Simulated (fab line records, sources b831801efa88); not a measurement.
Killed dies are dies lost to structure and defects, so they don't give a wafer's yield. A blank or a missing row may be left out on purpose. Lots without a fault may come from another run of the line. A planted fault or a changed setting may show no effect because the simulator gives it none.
fab line records | flow sky130
record lots=6 wafers=17 last_day=50
route steps=708 shown METAL4@622 PAD_OPEN@708
lots that met no fault: from a run of the same line without faults
start_h: hours from the record's first day to the start of the lot's first wafer shown | wait_h: hours since the lot's step before | " the same as in the row above | L1.1+2: a row that stands for several wafers | - no value, or no start given | * or withheld: withheld | < > ~ a bound
route shown NAME@n: a module of which the file shows steps, and the number in the route of the first | usual: mean/standard deviation of fault-free wafers | same: alike in all rows | chamber/n: place in a boat | sites: the reading at each site | _std_site: their standard deviation | _edge_site: outer sites' mean less inner sites' | radius_mm: how far each site lies from the wafer's centre | mask NAME#n: copy n | behind: the tool/chamber that last shaped the wafer | hold: why the lot was held/for how many hours/how that ended | device: the transistor (n, p or np) that didn't switch | end of line: the same wafers' tests at the end of the route | a step without rows: its recipe alone | killed: dies lost to structure and defects at the first sort, not the wafer's yield | map: a wafer's dies, x killed, . not, _ none there
set.NAME: the setting as run; set.NAME@STEP: as run at that earlier step | model.NAME: the simulator's own value behind a step, which no gauge read
lots at some steps of the route; a table a step, a row a wafer
services: from which hour (start_h, from the record's first day; less than 0 if before it) a tool's chamber was out of use, for how many hours, and why
## steps
# step SKY_METAL4_HMDS_06
# recipe prime_time_s=60 prime_temp_c=120
# step SKY_METAL4_COAT_07
# recipe resist=BARC temp_c=withheld time_s=withheld spin_rpm=3000 resist_thk_nm=60
# step SKY_METAL4_COAT_08
# recipe resist=KrF-thick spin_rpm=3000 resist_thk_nm=1140
# step SKY_METAL4_SOFTBAKE_09
# recipe temp_c=100 time_s=90 resist=KrF-thick
# step SKY_METAL4_EXPOSE_10
# recipe mask_id=MM4 na=0.68 source_shape=annular sigma_inner=0.4 sigma_outer=0.8 target_cd_nm=300 dose_mj=28
# step SKY_METAL4_PEB_11
# recipe peb_temp_c=withheld peb_time_s=withheld resist=KrF-thick
# step SKY_METAL4_DEVELOP_12
# recipe develop_time_s=60 resist=KrF-thick dev_temp_c=21
# step SKY_METAL4_CD_MEAS_13
# recipe target_cd_nm=300
# usual cd_nm=301.0/1.4
# columns lot.wafer tool chamber start_h wait_h cd_nm
L131.3 cd_sem-02 - 998.59 - 302.1
L131.5 " - " " 302.3
L131.6 " - " " 304.0
L136.2 cd_sem-02 - 1036.93 - 302.2
L136.4 " - " " 301.8
L136.5 " - " " 303.4
L143.2 cd_sem-02 - 1078.21 - 304.1
L143.3 " - " " 302.5
L143.4 " - " " 302.1
L144.1 cd_sem-01 - 1082.29 - 300.1
L144.3 " - " " 300.3
L147.1 cd_sem-02 - 1103.89 - 298.4
L147.4 " - " " 299.0
L147.6 " - " " 299.4
L151.2 cd_sem-02 - 1126.68 - 302.9
L151.4 " - " " 302.7
L151.6 " - " " 301.2
# step SKY_METAL4_OVL_MEAS_14
# usual METAL4_OVL=1/5.4
# columns lot.wafer tool chamber start_h wait_h METAL4_OVL[nm]
L131.3 overlay-01 - 998.69 0.1 0
L131.5 " - " " 0
L131.6 " - " " -12
L136.2 overlay-02 - 1037.04 0.1 -3
L136.4 " - " " 1
L136.5 " - " " 2
L143.2 overlay-02 - 1078.31 0.1 0
L143.3 " - " " 5
L143.4 " - " " 0
L144.1 overlay-02 - 1082.41 0.1 8
L144.3 " - " " -2
L147.1 overlay-01 - 1104.01 0.1 11
L147.4 " - " " 5
L147.6 " - " " 4
L151.2 overlay-02 - 1126.79 0.1 1
L151.4 " - " " 1
L151.6 " - " " -5
# step SKY_METAL4_DESCUM_15
# recipe chemistry=O2 source_power_w=150 bias_power_w=0 pressure_mtorr=10 temp_c=40 time_s=8
# usual drypump_motor_current_A=6.0/0.49 oes_product_au=1.002/0.01
# columns lot.wafer tool chamber start_h wait_h drypump_motor_current_A oes_product_au rf_hours_counter_h
L131.3 rie_metal-04 0 998.72 0.0 6.0 1.008 -
L131.5 " 0 " " 6.0 1.019 -
L131.6 " 1 " " 6.6 0.997 -
L136.2 rie_metal-02 0 1037.07 0.0 5.9 1.016 9
L136.4 " 0 " " 5.9 1.011 -
L136.5 " 1 " " 5.3 1.026 -
L143.2 rie_metal-02 0 1078.34 0.0 5.9 1.007 12
L143.3 " 1 " " 5.3 1.003 -
L143.4 " 0 " " 5.9 1.022 -
L144.1 rie_metal-02 0 1082.44 0.0 5.9 1.009 13
L144.3 " 1 " " 5.3 1.001 -
L147.1 rie_metal-02 0 1104.04 0.0 5.9 1.010 14
L147.4 " 0 " " 5.9 1.021 -
L147.6 " 0 " " 5.9 1.010 -
L151.2 rie_metal-01 0 1126.82 0.0 5.9 0.989 14
L151.4 " 0 " " 5.9 0.985 -
L151.6 " 1 " " 6.7 0.995 -
# step SKY_METAL4_ETCH_16
# recipe chemistry=N2/H2 target=BARC ion_energy_ev=200 bias_w=100 pressure_mtorr=30 n2_flow_sccm=100 h2_flow_sccm=200 icp_w=500 stop_on=SiO2 time_s=88.2 target_depth_a=600
# usual drypump_motor_current_A=6.0/0.49 oes_product_au=0.626/0.0048 run_length_s=116.6/0.63 throttle_valve_pct=13.204/0.0089
# columns lot.wafer tool chamber start_h wait_h drypump_motor_current_A oes_product_au rf_hours_counter_h run_length_s throttle_valve_pct
L131.3 rie_metal-04 0 998.80 0.1 6.0 0.627 - 119.6 13.191
L131.5 " 0 " " 6.0 0.628 - 119.5 13.203
L131.6 " 1 " " 6.6 0.633 - 118.6 13.212
L136.2 rie_metal-02 0 1037.10 0.0 5.9 0.622 9 116.6 13.196
L136.4 " 0 " " 5.9 0.623 - 116.9 13.211
L136.5 " 1 " " 5.3 0.622 - 116.2 13.204
L143.2 rie_metal-02 0 1078.38 0.0 5.9 0.625 12 116.6 13.209
L143.3 " 1 " " 5.3 0.627 - 116.1 13.192
L143.4 " 0 " " 5.9 0.629 - 117.1 13.213
L144.1 rie_metal-02 0 1082.48 0.0 5.9 0.625 13 116.6 13.198
L144.3 " 1 " " 5.3 0.630 - 116.2 13.193
L147.1 rie_metal-02 0 1104.08 0.0 5.9 0.624 14 116.9 13.201
L147.4 " 0 " " 5.9 0.620 - 116.8 13.207
L147.6 " 0 " " 5.9 0.617 - 116.6 13.189
L151.2 rie_metal-01 0 1126.85 0.0 5.9 0.626 14 116.6 13.208
L151.4 " 0 " " 5.9 0.627 - 116.5 13.208
L151.6 " 1 " " 6.7 0.623 - 116.6 13.201
# step SKY_METAL4_ETCH_17
# recipe target=SiO2 stop_on=TiN chemistry=C4F8/O2/Ar source_w=1500 bias_w=1200 pressure_mtorr=40 c4f8_flow_sccm=withheld O2_flow_sccm=6 Ar_flow_sccm=300 time_s=3.9 target_depth_a=150
# usual oes_product_au=0.753/0.0058
# columns lot.wafer tool chamber start_h wait_h oes_product_au rf_hours_counter_h
L131.3 rie_diel-01 0 998.88 0.0 0.756 14
L131.5 " 1 " " 0.744 -
L131.6 " 0 " " 0.755 -
L136.2 rie_diel-01 1 1037.20 0.1 0.758 2
L136.4 " 2 " " 0.763 11
L136.5 " 2 " " 0.756 -
L143.2 rie_diel-01 3 1078.47 0.1 0.744 11
L143.3 " 0 " " 0.750 17
L143.4 " 1 " " 0.750 3
L144.1 rie_diel-04 0 1082.57 0.1 0.750 14
L144.3 " 1 " " 0.756 9
L147.1 rie_diel-04 1 1104.17 0.1 0.749 10
L147.4 " 2 " " 0.754 -
L147.6 " 1 " " 0.756 -
L151.2 rie_diel-01 2 1126.95 0.1 0.740 15
L151.4 " 3 " " 0.750 12
L151.6 " 3 " " 0.751 -
# step SKY_METAL4_METAL_ETCH_18
# recipe target_depth_a=8450 stop_on=SiO2 over_etch_frac=0.3 time_s=183.1 chemistry=Cl2/BCl3 resist_sidewall_deg=88 pressure_mtorr=10 icp_w=900 bias_w=48.5 Cl2_flow_sccm=60 bcl3_flow_sccm=30
# usual drypump_motor_current_A=6.1/0.49 oes_product_au=0.866/0.0059 run_length_s=211.3/0.4 throttle_valve_pct=22.265/0.0089
# columns lot.wafer tool chamber start_h wait_h drypump_motor_current_A oes_product_au rf_hours_counter_h run_length_s throttle_valve_pct model.KrF-thick_of_METAL4_COAT_08.thk_nm model.METAL4.cd_nm model.SiO2_of_VIA3_HDPCVD_00.thk_nm
L131.3 rie_metal-02 0 998.96 0.1 5.9 0.868 - 211.8 22.261 523.1 301.5 434
L131.5 " 1 " " 5.3 0.869 - 211.1 22.275 520.7 300.2 434.2
L131.6 " 0 " " 5.9 0.866 - 211.5 22.264 519.2 302.7 433.8
L136.2 rie_metal-04 0 1037.28 0.1 6.0 0.869 - 210.8 22.284 522.7 298.4 437.7
L136.4 " 0 " " 6.0 0.869 - 210.9 22.282 522.1 297.6 435.4
L136.5 " 0 " " 6.0 0.869 - 210.8 22.262 524.7 299.9 434.7
L143.2 rie_metal-04 0 1078.49 0.0 6.0 0.865 16 211.6 22.276 515.7 303.7 436.4
L143.3 " 1 " " 6.6 0.788 - 249.6 22.248 411.6 293.8 431.1
L143.4 " 0 " " 6.0 0.861 - 210.9 22.260 522.7 298.4 437.6
L144.1 rie_metal-04 1 1082.59 0.0 6.6 0.778 22 249.0 22.248 408.1 290.5 429.9
L144.3 " 1 " " 6.6 0.776 - 249.0 22.256 409.1 293.4 432.6
L147.1 rie_metal-01 1 1104.19 0.0 6.7 0.873 25 211.6 22.254 528.9 295.5 435.4
L147.4 " 0 " " 5.9 0.860 - 211.3 22.257 533.5 298.9 435.7
L147.6 " 1 " " 6.7 0.867 - 211.3 22.273 526.9 294.8 435.8
L151.2 rie_metal-02 0 1126.97 0.0 5.9 0.871 17 211.5 22.256 514.4 307.2 436.7
L151.4 " 0 " " 5.9 0.876 - 211.7 22.277 519.3 307.3 435.2
L151.6 " 1 " " 5.3 0.870 - 211.3 22.264 517.7 301.3 435.9
# step SKY_METAL4_STRIP_19
# recipe chemistry=O2/N2 power_w=1400 pressure_mtorr=1500 platen_temp_c=withheld o2_flow_sccm=3000 n2_flow_sccm=300 overash_fraction=0.5
# usual drypump_motor_current_A=5.6/0.42 oes_product_au=0.501/0.0053 strip_time_to_endpoint_s=6.50/0.071
# columns lot.wafer tool chamber start_h wait_h drypump_motor_current_A oes_product_au rf_hours_counter_h strip_time_to_endpoint_s
L131.3 plasma_asher-01 0 999.11 0.1 5.2 0.505 - 6.51
L131.5 " 0 " " 5.2 0.497 - 6.48
L131.6 " 1 " " 6.0 0.496 - 6.46
L136.2 plasma_asher-03 1 1037.57 0.2 5.4 0.510 86 6.50
L136.4 " 1 " " 5.4 0.493 - 6.49
L136.5 " 1 " " 5.4 0.501 - 6.50
L143.2 plasma_asher-04 1 1078.67 0.1 5.0 0.494 36 6.43
L143.3 " 1 " " 5.0 0.452 - 5.38
L143.4 " 0 " " 5.6 0.497 - 6.49
L144.1 plasma_asher-01 0 1082.77 0.1 5.2 0.451 65 5.32
L144.3 " 0 " " 5.2 0.451 - 5.34
L147.1 plasma_asher-03 0 1104.37 0.1 6.1 0.497 92 6.56
L147.4 " 1 " " 5.4 0.513 - 6.60
L147.6 " 1 " " 5.4 0.501 - 6.53
L151.2 plasma_asher-01 1 1127.15 0.1 6.1 0.496 69 6.41
L151.4 " 1 " " 6.1 0.508 - 6.46
L151.6 " 1 " " 6.1 0.502 - 6.44
# step SKY_METAL4_STRIP_20
# recipe chemistry=post_etch_residue_remover time_s=1200 temp_c=72.5
# step SKY_PAD_OPEN_PROBE_99
# usual defect_limited_yield=82.7/2 killed_at_M0_to_M3=42/7.7 killed_at_M4_up=3.1/1.9 killed_at_contacts=24/4.9 killed_at_front_end=15/4.6 killed_at_other=0.3/0.51 killed_dies=85/9.9 killed_open=47/7.1 killed_short=38/6.7 sort_bin_3_pad_short=0.9/0.46 sort_bin_5_function=10.1/1.5 sort_bin_6_memory=6.3/1.1 sort_n_pass=407/9.9 sort_yield_pct=82.7/2
# same gross_dies=492 killed_at_back_side=0 sort_bin_4_leakage[%]=0 sort_bin_8_speed[%]=0
# columns lot.wafer tool chamber start_h wait_h defect_limited_yield[%] killed_at_M0_to_M3 killed_at_M4_up killed_at_contacts killed_at_front_end killed_at_other killed_dies killed_open killed_short sort_bin_3_pad_short[%] sort_bin_5_function[%] sort_bin_6_memory[%] sort_n_pass sort_yield_pct[%]
L131.3 prober-02 - 1093.12 0.2 82.3 43 5 26 13 0 87 52 35 1.0 10.0 6.7 405 82.3
L131.5 prober-02 - 1093.22 0.2 80.7 49 3 22 21 0 95 47 46 1.4 9.6 8.3 397 80.7
L131.6 prober-02 - 1093.27 0.2 81.7 48 4 25 13 0 90 58 30 0.4 10.6 7.3 402 81.7
# killed by level:class
L131.3 CONTACT:geometric_particle:open=13 VIA1:geometric_particle:open=12 LI_CONTACT:geometric_particle:open=8 METAL1:geometric_particle:short=7 METAL2:geometric_particle:short=6 VIA2:geometric_particle:open=5 FIELD_ISO:geometric_particle:open=4 POLY_GATE:geometric_particle:short=4
L131.5 VIA1:geometric_particle:open=14 FIELD_ISO:geometric_particle:short=7 CONTACT:geometric_particle:open=7 VIA1:geometric_particle:short=7 LI_CONTACT:geometric_particle:open=6 VIA2:geometric_particle:open=6 LOCAL_INTERCONNECT:geometric_particle:short=5 METAL2:geometric_particle:short=5
L131.6 VIA1:geometric_particle:open=16 CONTACT:geometric_particle:open=10 LI_CONTACT:geometric_particle:open=9 VIA3:geometric_particle:open=6 METAL2:geometric_particle:short=5 VIA2:geometric_particle:short=5 VIA2:geometric_particle:open=5 FIELD_ISO:geometric_particle:open=4
## services
# columns tool chamber start_h hours kind
rie_diel-01 1 986.80 9.4 repair
rie_diel-01 1 1005.88 9.0 repair
rie_diel-04 0 1010.75 2.0 repair
rie_diel-04 - 1015.01 4.6 repair
rie_diel-04 2 1015.78 3.3 repair
rie_metal-04 - 1026.02 0.4 repair
rie_metal-04 1 1035.49 5.6 repair
plasma_asher-04 - 1039.85 5.7 repair
plasma_asher-01 - 1042.12 5.5 repair
rie_diel-04 3 1043.56 8.8 repair
plasma_asher-03 - 1059.28 12.8 pm
plasma_asher-01 - 1069.16 0.4 repair
plasma_asher-01 - 1091.55 2.4 repair
rie_diel-04 3 1098.87 11.8 repair
## key
first_sign step=SKY_METAL4_METAL_ETCH_18 reading=run_length_s direction=up sigmas=95 usual=* struck=*
effect step=SKY_METAL4_METAL_ETCH_18 reading=oes_product_au direction=down sigmas=14 usual=0.866 struck=0.781
effect step=SKY_METAL4_STRIP_19 reading=strip_time_to_endpoint_s direction=down sigmas=16 usual=* struck=*
model_effect step=SKY_METAL4_METAL_ETCH_18 value=KrF-thick_of_METAL4_COAT_08.thk_nm without=525 struck=409.6
met_at SKY_METAL4_METAL_ETCH_18
struck_wafers L143.3,L144.1,L144.3
sort_left_out L144.1,L144.3
onset_between 1037.28 1078.49
fault kind=process_parameter_drift tool=rie_metal-04 chamber=- onset_h=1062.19 steps=SKY_METAL4_METAL_ETCH_18 channel=time_s offset=* shape=step end_h=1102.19 scope=struck_wafers_only acts_in=* stated=*
# sort_left_out: the simulated sort isn't trusted on such a fault, so these wafers' sort isn't shown, and their yield isn't known
